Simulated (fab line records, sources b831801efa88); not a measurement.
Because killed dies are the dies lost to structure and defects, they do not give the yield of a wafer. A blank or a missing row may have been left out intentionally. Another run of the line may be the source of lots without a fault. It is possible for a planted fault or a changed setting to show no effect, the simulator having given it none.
Chamber matching / flow gf180mcu / GF_V1_CMP_26 on cmp-02 has 4 sister chambers
The step polishes, stops on SiO2, t overpolish 15 s, target thk 0 nm. 4 wafers are shown with their chamber, then 8 later ones without.

WAFERS WITH THEIR CHAMBER
wafer=L082.4; chamber=2; time to endpoint s (s)=87
wafer=L082.5; chamber=0; time to endpoint s (s)=93
wafer=L082.6; chamber=3; time to endpoint s (s)=82
wafer=L086.2; chamber=1; time to endpoint s (s)=90

WAFERS WITH NO CHAMBER GIVEN
wafer=L086.4; time to endpoint s (s)=87
wafer=L086.6; time to endpoint s (s)=98
wafer=L088.2; time to endpoint s (s)=90
wafer=L088.4; time to endpoint s (s)=88
wafer=L088.6; time to endpoint s (s)=86
wafer=L097.4; time to endpoint s (s)=94
wafer=L097.5; time to endpoint s (s)=87
wafer=L097.6; time to endpoint s (s)=94

EACH ONE'S CHAMBER
wafer=L086.4; from the rows above=can't be placed: 2 or 1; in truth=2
wafer=L086.6; from the rows above=can't be placed: 0 or 1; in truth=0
wafer=L088.2; from the rows above=can't be placed: 1 or 0 or 2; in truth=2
wafer=L088.4; from the rows above=can't be placed: 2 or 1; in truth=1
wafer=L088.6; from the rows above=can't be placed: 2 or 1 or 3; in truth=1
wafer=L097.4; from the rows above=can't be placed: 0 or 1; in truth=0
wafer=L097.5; from the rows above=can't be placed: 2 or 1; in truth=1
wafer=L097.6; from the rows above=can't be placed: 0 or 1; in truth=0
Correct placement for 0 of the 8. From these rows, 8 cannot be placed; in 8 the true chamber is one of the candidates. Placed wrongly: 0.
How it was worked out, from the rows above alone: a wafer's distance from a chamber is the root of the sum, over the readings, of the square of ((its reading less the chamber's mean) divided by the reading's scatter). The wafer belongs to the nearest chamber; if the next one is less than 2 further off, it can't be placed. Each chamber's mean is taken over the wafers shown for it. The scatter (one wafer shown for each chamber): square how far every hidden wafer sits from the nearest shown wafer, average those squares and take the square root.
